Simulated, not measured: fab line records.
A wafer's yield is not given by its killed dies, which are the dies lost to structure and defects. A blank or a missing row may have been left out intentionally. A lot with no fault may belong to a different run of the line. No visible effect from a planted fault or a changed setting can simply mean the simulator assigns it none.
The same fault as seen by 2 desks | flow sky130 | numbers are kept per desk, each desk with only its own; the story behind them comes last

## FOR THE TOOL OWNER'S DESK: rie_metal-04
The tool's own readings at SKY_METAL3_METAL_ETCH_18 (etches the open film in Cl2/BCl3, stops on SiO2, target depth 845 nm, time 183.1 s): means of the sampled wafers that have a number, for each lot that ran on this tool. If a lot's mean is further than 4 standard deviations from the usual mean, the lot is out of limits and carries the mark OUT (the distance appears in the brackets).
Columns: A = chamber_pressure_mTorr at SKY_METAL3_METAL_ETCH_18, usual 10.000 mTorr; B = drypump_motor_current_A at SKY_METAL3_METAL_ETCH_18, usual 5.5 A; C = oes_product_au at SKY_METAL3_METAL_ETCH_18, usual 0.868 a.u.; D = throttle_valve_pct at SKY_METAL3_METAL_ETCH_18, usual 22.265 %
lot  | first seen here | A                        | B   | C     | D
L586 | day 40 11:07    | 10.000                   | 5.4 | 0.866 | 22.268
L592 | day 41 18:08    | 12.002 (+99 or more) OUT | 5.7 | 0.868 | 22.274
L593 | day 42 07:55    | 12.003 (+99 or more) OUT | 5.7 | 0.870 | 22.252
This desk's verdict: out of limits on L592, L593, starting with L592 at day 41 18:08 (chamber_pressure_mTorr at SKY_METAL3_METAL_ETCH_18). In limits: L586.

## METROLOGY DESK
What the gauges read for every lot (on any tool): the sampled wafers with a number, averaged. If a lot's mean is further than 4 standard deviations from the usual mean, the lot is out of limits and carries the mark OUT (the distance appears in the brackets).
Columns: A = cd_nm at SKY_METAL3_CD_MEAS_13, usual 299.8 nm; B = METAL3_OVL at SKY_METAL3_OVL_MEAS_14, usual 3 nm
lot  | first seen here | A     | B
L582 | day 38 21:46    | 301.4 | 9
L586 | day 40 10:49    | 300.3 | 1
L592 | day 41 17:51    | 298.5 | 3
L593 | day 42 07:37    | 299.9 | 4
L595 | day 42 19:56    | 299.6 | 8
L597 | day 43 03:48    | 299.4 | 3
This desk's verdict: no lot among the 6 shows anything out of limits.

## ALL TOGETHER
At day 41 18:08, on L592, L593, the tool owner's desk was in a position to raise an alarm.
The metrology desk saw nothing out of limits.
The metrology desk has L592, L593 on record, within its limits.
SKY_METAL3_METAL_ETCH_18 was run on rie_metal-04 by each of the lots named.

## WHAT HAD BEEN PUT IN BY THE SIMULATOR
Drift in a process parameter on rie_metal-04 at SKY_METAL3_METAL_ETCH_18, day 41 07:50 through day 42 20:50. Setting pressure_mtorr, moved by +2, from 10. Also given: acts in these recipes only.
Shown lots that were struck: L592, L593.
Hours from the fault's start to each desk's first reading out of limits: the tool owner's desk, 10.
